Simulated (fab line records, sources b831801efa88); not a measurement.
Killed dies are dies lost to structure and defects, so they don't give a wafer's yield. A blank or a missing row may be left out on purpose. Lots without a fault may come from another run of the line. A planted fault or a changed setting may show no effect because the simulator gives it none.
Which tool did it? | flow sky130 | 13 lots, 39 wafers sampled, at 5 steps of a route of 708

WHAT THE GAUGES READ, wafer by wafer
The record holds no reading of a measuring or inspecting step that can be judged against a usual standard deviation.

WHICH TOOL RAN EACH LOT (tool, then ch and the chambers of the sampled wafers, then the start)
lot  | SKY_VIA3_CLEAN_18               | SKY_VIA4_ETCH_12                   | SKY_VIA4_SPUTTER_17          | SKY_VIA4_CVD_18               | SKY_PAD_OPEN_PROBE_99
L808 | wet_bench-01 ch 0, day 40 12:41 | rie_diel-01 ch 0,3, day 43 16:47   | pvd_sputter-02, day 43 17:26 | cvd_w-02 ch 0,1, day 43 17:30 | prober-02, day 46 18:03
L809 | wet_bench-01 ch 1, day 41 00:26 | rie_diel-01 ch 0,2,3, day 44 03:55 | pvd_sputter-02, day 44 04:56 | cvd_w-01 ch 0,1, day 44 04:59 | prober-01, day 47 02:02
L812 | wet_bench-02 ch 3, day 42 05:41 | rie_diel-01 ch 1,2,3, day 45 07:12 | pvd_sputter-02, day 45 07:52 | cvd_w-02 ch 0,1, day 45 07:56 | prober-02, day 48 02:23
L813 | wet_bench-01 ch 2, day 42 10:40 | rie_diel-04 ch 0,2,3, day 45 11:11 | pvd_sputter-04, day 45 11:58 | cvd_w-02 ch 0,1, day 45 12:01 | prober-01, day 48 07:01
L814 | wet_bench-02 ch 3, day 42 15:58 | rie_diel-01 ch 0,1,3, day 45 17:24 | pvd_sputter-04, day 45 18:04 | cvd_w-02 ch 0,1, day 45 18:08 | prober-02, day 48 13:31
L815 | wet_bench-02 ch 2, day 42 17:35 | rie_diel-03 ch 0,2,3, day 45 19:00 | pvd_sputter-04, day 45 19:40 | cvd_w-02 ch 1, day 45 19:44   | prober-01, day 48 14:28
L816 | wet_bench-02 ch 1, day 43 08:58 | rie_diel-04 ch 2,3, day 46 09:48   | pvd_sputter-03, day 46 10:34 | cvd_w-02 ch 0,1, day 46 10:37 | prober-02, day 49 03:06
L817 | wet_bench-01 ch 1, day 43 10:53 | rie_diel-03 ch 0,1,2, day 46 09:59 | pvd_sputter-04, day 46 10:43 | cvd_w-01 ch 0,1, day 46 10:46 | -
L820 | wet_bench-01 ch 3, day 44 04:49 | rie_diel-01 ch 3, day 47 01:49     | pvd_sputter-04, day 47 02:33 | cvd_w-02 ch 0,1, day 47 02:40 | prober-02, day 49 18:36
L821 | wet_bench-02 ch 1, day 44 14:06 | rie_diel-03 ch 0,1, day 47 10:35   | pvd_sputter-03, day 47 11:14 | cvd_w-01 ch 0,1, day 47 11:18 | -
L823 | wet_bench-01 ch 1, day 44 15:28 | rie_diel-01 ch 0,1,2, day 47 11:44 | pvd_sputter-02, day 47 12:23 | cvd_w-01 ch 0,1, day 47 12:30 | prober-01, day 50 02:38
L827 | wet_bench-01 ch 2, day 45 16:10 | rie_diel-01 ch 1,2, day 48 10:08   | pvd_sputter-02, day 48 10:51 | cvd_w-01 ch 0,1, day 48 10:55 | prober-01, day 50 20:25
L829 | wet_bench-02 ch 1, day 45 22:55 | rie_diel-04 ch 0,1,3, day 48 15:46 | pvd_sputter-04, day 48 16:25 | cvd_w-02 ch 0,1, day 48 16:32 | -
- SKY_VIA3_CLEAN_18: cleans in IPA, time 180 s.
- SKY_VIA4_ETCH_12: etches SiO2 in C4F8/O2/Ar, stops on TiN, target depth 580 nm.
- SKY_VIA4_SPUTTER_17: material TiN, target thk 20 nm, time 80 s.
- SKY_VIA4_CVD_18: deposits W, target thk 505 nm, time 152.14 s.
- SKY_PAD_OPEN_PROBE_99

WHAT THE TOOLS THEMSELVES READ (means of the sampled wafers that have a number; where no wafer has one, the mark that the record gives instead)
SKY_VIA4_ETCH_12. Usual: oes_product_au 0.926 a.u., standard deviation 0.0048.
lot  | tool        | oes_product_au (a.u.) | flag
L808 | rie_diel-01 | 0.923                 |
L809 | rie_diel-01 | 0.923                 |
L812 | rie_diel-01 | 0.925                 |
L813 | rie_diel-04 | 0.924                 |
L814 | rie_diel-01 | 0.924                 |
L815 | rie_diel-03 | 0.930                 |
L816 | rie_diel-04 | 0.923                 |
L817 | rie_diel-03 | 0.922                 |
L820 | rie_diel-01 | 0.927                 |
L821 | rie_diel-03 | 0.926                 |
L823 | rie_diel-01 | 0.925                 |
L827 | rie_diel-01 | 0.928                 |
L829 | rie_diel-04 | 0.923                 |

SKY_VIA4_SPUTTER_17. Usual: cathode_dc_power_W 4000.0 W, standard deviation 0.73; throttle_valve_pct 30.4 %, standard deviation 1.2.
lot  | tool           | cathode_dc_power_W (W) | throttle_valve_pct (%) | flag
L808 | pvd_sputter-02 | 4000.0                 | 30.6                   |
L809 | pvd_sputter-02 | 4000.6                 | 30.3                   |
L812 | pvd_sputter-02 | 4000.8                 | 30.4                   |
L813 | pvd_sputter-04 | 4000.1                 | 31.5                   |
L814 | pvd_sputter-04 | 3999.7                 | 30.8                   |
L815 | pvd_sputter-04 | 4000.1                 | 30.8                   |
L816 | pvd_sputter-03 | 3999.5                 | 29.4                   |
L817 | pvd_sputter-04 | 3999.9                 | 31.8                   |
L820 | pvd_sputter-04 | 3999.2                 | 31.3                   |
L821 | pvd_sputter-03 | 3999.4                 | 28.4                   |
L823 | pvd_sputter-02 | 3999.8                 | 30.1                   |
L827 | pvd_sputter-02 | 4000.1                 | 29.8                   |
L829 | pvd_sputter-04 | 4000.7                 | 32.2                   |

SKY_VIA4_CVD_18. Usual: heater_power_outer_w 498 W, standard deviation 52; heater_power_w 825 W, standard deviation 94.
lot  | tool     | heater_power_outer_w (W) | heater_power_w (W) | flag
L808 | cvd_w-02 | 521                      | 827                |
L809 | cvd_w-01 | 493                      | 860                |
L812 | cvd_w-02 | 491                      | 808                |
L813 | cvd_w-02 | 499                      | 812                |
L814 | cvd_w-02 | 496                      | 823                |
L815 | cvd_w-02 | 560                      | 859                |
L816 | cvd_w-02 | 531                      | 842                |
L817 | cvd_w-01 | 515                      | 871                |
L820 | cvd_w-02 | 522                      | 828                |
L821 | cvd_w-01 | 469                      | 774                |
L823 | cvd_w-01 | 513                      | 865                |
L827 | cvd_w-01 | 467                      | 790                |
L829 | cvd_w-02 | 495                      | 823                |

SKY_PAD_OPEN_PROBE_99. Usual: defect_limited_yield 82.6 %, standard deviation 2; killed_at_M0_to_M3 42, standard deviation 6.7; killed_at_M4_up 3.0, standard deviation 1.9; killed_at_contacts 24, standard deviation 5.3; killed_at_front_end 16, standard deviation 4.3; killed_at_other 0.4, standard deviation 0.71; killed_dies 85, standard deviation 9.6; killed_open 46, standard deviation 6.5; killed_short 39, standard deviation 6.7; sort_bin_3_pad_short 0.9 %, standard deviation 0.46; sort_bin_5_function 10.3 %, standard deviation 1.3; sort_bin_6_memory 6.2 %, standard deviation 1.1; sort_n_pass 407, standard deviation 9.6; sort_yield_pct 82.6 %, standard deviation 2.
lot  | tool      | defect_limited_yield (%) | killed_at_M0_to_M3 | killed_at_M4_up | killed_at_contacts | killed_at_front_end | killed_at_other | killed_dies | killed_open | killed_short | sort_bin_3_pad_short (%) | sort_bin_5_function (%) | sort_bin_6_memory (%) | sort_n_pass | sort_yield_pct (%) | flag
L808 | prober-02 | 81.8                     | 42                 | 1.7             | 26                 | 18                  | 2.3             | 89          | 47          | 40           | 0.4                      | 11.1                    | 6.7                   | 403         | 81.8               |
L809 | prober-01 | 81.8                     | 41                 | 4.7             | 28                 | 15                  | 0.7             | 89          | 45          | 44           | 0.6                      | 10.0                    | 7.6                   | 403         | 81.8               |
L812 | prober-02 | 81.9                     | 41                 | 2.0             | 27                 | 19                  | 0.0             | 89          | 49          | 40           | 1.0                      | 10.4                    | 6.6                   | 403         | 81.9               |
L813 | prober-01 | 83.1                     | 45                 | 1.7             | 20                 | 16                  | 0.0             | 83          | 42          | 41           | 0.6                      | 10.1                    | 6.2                   | 409         | 83.1               |
L814 | prober-02 | 82.1                     | 43                 | 4.0             | 29                 | 11                  | 0.3             | 88          | 43          | 45           | 1.1                      | 10.4                    | 6.4                   | 404         | 82.1               |
L815 | prober-01 | 84.1                     | 35                 | 2.7             | 25                 | 15                  | 0.3             | 78          | 44          | 34           | 0.7                      | 10.2                    | 5.0                   | 414         | 84.1               |
L816 | prober-02 | 82.8                     | 41                 | 1.3             | 24                 | 18                  | 0.0             | 84          | 44          | 39           | 0.7                      | 9.8                     | 6.6                   | 408         | 82.8               |
L820 | prober-02 | 83.3                     | 41                 | 3.7             | 23                 | 13                  | 0.7             | 82          | 44          | 37           | 1.1                      | 9.9                     | 5.7                   | 410         | 83.3               |
L823 | prober-01 | 79.1                     | 66                 | 1.3             | 21                 | 13                  | 0.7             | 103         | 39          | 30           | 1.5                      | 13.4                    | 6.0                   | 389         | 79.1               | OFF
L827 | prober-01 | 75.3                     | 87                 | 1.7             | 22                 | 10                  | 0.7             | 122         | 40          | 33           | 2.3                      | 15.4                    | 6.9                   | 370         | 75.3               | OFF

THE ANSWER, worked out from the rows above alone
Rule: a lot is off if the mean of its wafers that have a number lies more than 3 standard deviations from the usual mean. A lot without any number at a reading at which 4 lots or more have one is off too. The other lots that the step has rows for count as sound. The gauges are gone through in route order, then the tools' own readings, and for those a lot's mean is taken as printed above. The first step at which some lot is off is used, and at that step the reading that is off furthest; a lot without a number counts as furthest.
Off: L823, L827, at SKY_PAD_OPEN_PROBE_99 (killed_at_M0_to_M3). Neither off nor sound, because the step has no rows for them: L817, L821, L829.
A tool fits if, at that step or a process step before it, it ran every lot that is off, and no sound lot after the first of them. Can't be told from this: 5 tools fit, wet_bench-01 at SKY_VIA3_CLEAN_18, rie_diel-01 at SKY_VIA4_ETCH_12, pvd_sputter-02 at SKY_VIA4_SPUTTER_17, cvd_w-01 at SKY_VIA4_CVD_18, prober-01 at SKY_PAD_OPEN_PROBE_99.

WHAT THE SIMULATOR HAD PUT IN
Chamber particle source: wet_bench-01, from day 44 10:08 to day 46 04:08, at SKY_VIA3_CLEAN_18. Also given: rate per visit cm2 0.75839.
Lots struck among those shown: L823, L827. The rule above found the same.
